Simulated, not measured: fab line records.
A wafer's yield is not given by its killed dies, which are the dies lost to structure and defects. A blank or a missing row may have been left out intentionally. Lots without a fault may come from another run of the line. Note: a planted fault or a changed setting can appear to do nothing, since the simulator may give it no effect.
Split-lot study | flow sfq line | 23 wafers read across 5 lots, on a route 325 steps long

## THE SPLIT ITSELF
At SFQ_TRILAYER_I1_VIA_LITHO_EXPOSE_050 (exposes mask I1, target cd 500 nm), the setting dose mj was moved away from the recipe's 21.3 on 10 of the 23 wafers read, by -4.4% to +3.2%. All remaining wafers had this setting at the recipe value.

## FROM THE SPLIT TO THE READING: what the file shows between them, 3 steps
- SFQ_TRILAYER_I1_VIA_LITHO_PEB_052: peb time 60 s
- SFQ_TRILAYER_I1_VIA_LITHO_DEVELOP_051: time 60 s
- SFQ_TRILAYER_I1_VIA_BARC_OPEN_VIA_ETCH_071: etches BARC in O2, target depth 125 nm, time 41.7 s

## THE READING
I1.cd nm (the simulator's own value, which no gauge read), in nm, at SFQ_TRILAYER_I1_VIA_ETCH_VIA_ETCH_052 (etches SiO2 in CHF3, stops on Nb, target depth 260 nm). The file gives no usual value for it. The 13 wafers here that ran the recipe average 498.3 nm, standard deviation 1 nm.

wafer  | tool, chamber at the split | dose mj as run | against the recipe | I1.cd nm, nm | against lot-mates on the recipe
L074.2 | krf scanner-01, 0          | 21.3           | recipe             | 498.9        | -
L074.3 | krf scanner-01, 0          | 21.3           | recipe             | 498.8        | -
L074.4 | krf scanner-01, 0          | 20.36          | -4.4%              | 494.3        | -4.2
L074.5 | krf scanner-01, 0          | 21.3           | recipe             | 497.9        | -
L074.6 | krf scanner-01, 0          | 20.36          | -4.4%              | 490.5        | -8.0
L076.1 | krf scanner-01, 0          | 21.3           | recipe             | 499.6        | -
L076.2 | krf scanner-01, 0          | 21.3           | recipe             | 497.4        | -
L076.3 | krf scanner-01, 0          | 21.98          | +3.2%              | 504.2        | +5.7
L076.4 | krf scanner-01, 0          | 21.98          | +3.2%              | 504.1        | +5.6
L076.6 | krf scanner-01, 0          | 21.98          | +3.2%              | 503.9        | +5.4
L077.2 | krf scanner-01, 0          | 21.3           | recipe             | 500.3        | -
L077.3 | krf scanner-01, 0          | 20.86          | -2.1%              | 499          | -0.4
L077.4 | krf scanner-01, 0          | 21.3           | recipe             | 498.4        | -
L077.5 | krf scanner-01, 0          | 20.86          | -2.1%              | 495.8        | -3.6
L077.6 | krf scanner-01, 0          | 20.86          | -2.1%              | 495.9        | -3.5
L079.1 | krf scanner-01, 0          | 21.3           | recipe             | 496.9        | -
L079.3 | krf scanner-01, 0          | 21.3           | recipe             | 497.3        | -
L079.4 | krf scanner-01, 0          | 21.98          | +3.2%              | 503.4        | +5.7
L079.5 | krf scanner-01, 0          | 21.3           | recipe             | 499          | -
L079.6 | krf scanner-01, 0          | 21.98          | +3.2%              | 504.5        | +6.8
L083.1 | krf scanner-01, 0          | 21.3           | recipe             | 498.3        | -
L083.2 | krf scanner-01, 0          | 21.3           | recipe             | 496.8        | -
L083.6 | krf scanner-01, 0          | 21.3           | recipe             | 498.5        | -

THE FIT
A straight line over all 23 wafers: I1.cd nm changes by +1.48 nm for each +1% of dose mj; r = +0.93; the points scatter about the line by 1.3 nm.
The same after taking each lot's own level away (the mean of its wafers on the recipe; 23 wafers): +1.58 nm for each +1%; r = +0.95; scatter 1.1 nm.
Per that fit: largest dose mj move, reading shift of 7 nm.
The span of the lots' own levels, 497.73 to 499.35 nm, comes to 1.6 times the standard deviation stated above.
So the lot-to-lot level changes the slope little: the two slopes agree.
Check: -7.35 nm against its lot-mates is what the line predicts for one of the wafers moved furthest among these (-4.4%) when that wafer is left out of the fit. It came out at -4.23 nm against them.

## ADDITIONAL SPLITS CARRIED BY THESE WAFERS
These wafers also went through other splits before the reading. Each is held against what the fit with the lots' levels taken away leaves over:
other split on the same wafers                 | wafers away from the commonest value | r with I1.cd nm (lot level and that fit taken away)
SFQ_TRILAYER_I1_CMP_CMP_046 leave above ref nm | 9                                    | -0.12

## THE WHOLE CHAIN: every reading that the file lists as answering this split, in the file's order
step                                       | what it does                                          | reading                                                   | change (the file's fit)              | r (the file's)
SFQ_TRILAYER_I1_VIA_BARC_OPEN_VIA_ETCH_071 | etches BARC in O2, target depth 125 nm, time 41.7 s   | I1.cd nm (the simulator's own value, which no gauge read) | +1.46 nm for each +1% of the setting | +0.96
SFQ_TRILAYER_I1_VIA_ETCH_VIA_ETCH_052      | etches SiO2 in CHF3, stops on Nb, target depth 260 nm | I1.cd nm (the simulator's own value, which no gauge read) | +1.58 nm for each +1% of the setting | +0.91

## THE FILE'S OWN FIT
I1.cd nm changes by +1.58 nm for each +1% of dose mj, r = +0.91.
